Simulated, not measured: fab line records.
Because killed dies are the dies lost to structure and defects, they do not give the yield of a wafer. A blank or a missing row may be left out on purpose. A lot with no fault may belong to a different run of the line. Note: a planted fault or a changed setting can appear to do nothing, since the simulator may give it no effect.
A lot that was struck, set against a sound lot	flow sky130	16 out of 708 route steps
Sound: the wafers L871.1, L871.4, L871.5. Struck: wafers L880.2, L880.3 (left out: L880.1, a lot-mate that was not struck); the cause follows at the end.
Order at every step that has rows: each side's tool, ch and its chambers, its first start. Under that, the readings that differ: sound wafers	struck wafers	difference of the means	sigmas: that difference in standard deviations of wafers without a fault.
alike: a reading whose means differ by less than 2 such deviations, as well as words and numbers matching on both sides. not compared: withheld readings; readings where some wafer has no value; bounds like >300 that might hide an equal value; numbers whose values overlap and for which the record gives no deviation.
A row with sigmas, a row that says differs or no value, or rows on one side alone: a step with any of these is where the two part. Numbers that don't overlap but have no deviation are shown without sigmas and don't part them. Lack of a reading on every wafer of one side parts them only where that side has two or more wafers.

first, 2 steps without rows for these wafers: SKY_VT_ADJUST_LVTN_PEB_16; SKY_VT_ADJUST_LVTN_DEVELOP_17 (develop time 60 s).
SKY_VT_ADJUST_LVTN_OVL_MEAS_18:
  sound: overlay-02 at day 9 22:27; struck: overlay-01 at day 12 03:50
reading	sound	struck	difference	sigmas
VT_ADJUST_LVTN_01_OVL (nm)	4.0 3.2 2.7	0.6 0.9	-2.6	-2
next, for these wafers, 1 step has no rows: SKY_VT_ADJUST_LVTN_IMPLANT_19.
SKY_VT_ADJUST_LVTN_STRIP_20: strips in O2/N2.
  sound on plasma asher-03 ch 0,1, day 9 22:38; struck on plasma asher-02 ch 1, day 12 04:01
  alike: drypump motor current A, oes product au, strip time to endpoint s
  not compared: rf hours counter h
SKY_VT_ADJUST_LVTN_TW_MEAS_21:
  sound: film metro-02 at day 9 22:44; struck: film metro-03 at day 12 04:07
  alike: VT_ADJUST_LVTN_2_TW
then, 6 steps without rows for these wafers: SKY_VT_ADJUST_NCORE_DEHYDRATE_00 (time 60 s); SKY_VT_ADJUST_NCORE_HMDS_01 (prime time 60 s); SKY_VT_ADJUST_NCORE_COAT_02 (resist thk 1140 nm); SKY_VT_ADJUST_NCORE_SOFTBAKE_03 (time 60 s); SKY_VT_ADJUST_NCORE_EXPOSE_04 (exposes mask LVTN COMPLEMENT THIN, target cd 380 nm); SKY_VT_ADJUST_NCORE_PEB_05.
SKY_VT_ADJUST_NCORE_DEVELOP_06: develop time 60 s.
  sound on litho track-03 ch 0, day 10 20:15; struck on litho track-03 ch 0, day 13 04:54
  alike: developer temp C
SKY_VT_ADJUST_NCORE_CD_MEAS_07: target cd 380 nm.
  sound: cd sem-01 at day 10 20:24; struck: cd sem-01 at day 13 05:03
  alike: cd nm
SKY_VT_ADJUST_NCORE_OVL_MEAS_08:
  sound: overlay-02 at day 10 20:31; struck: overlay-01 at day 13 05:10
  alike: VT_ADJUST_NCORE_OVL
-- a jump in the record: the struck wafers' starts before and after are 36 days apart (it breaks off in module VT_ADJUST_NCORE and resumes in module PAD_OPEN, where the first step shown is number 708 of the route) --
SKY_PAD_OPEN_PROBE_99:
  sound: prober-02 at day 48 00:19; struck: prober-01 at day 49 15:22
  alike: killed_at_M0_to_M3, killed_at_M4_up, killed at contacts, killed at front end, killed at other, killed dies, killed on rim, killed open, killed short

WHERE THEY PART
Only at SKY_VT_ADJUST_LVTN_OVL_MEAS_18, as far as this record shows. Later steps at which nothing parts them and some readings are alike: SKY_VT_ADJUST_LVTN_STRIP_20, SKY_VT_ADJUST_LVTN_TW_MEAS_21, SKY_VT_ADJUST_NCORE_DEVELOP_06, SKY_VT_ADJUST_NCORE_CD_MEAS_07, SKY_VT_ADJUST_NCORE_OVL_MEAS_08, SKY_PAD_OPEN_PROBE_99.

WHY: what had been put in by the simulator
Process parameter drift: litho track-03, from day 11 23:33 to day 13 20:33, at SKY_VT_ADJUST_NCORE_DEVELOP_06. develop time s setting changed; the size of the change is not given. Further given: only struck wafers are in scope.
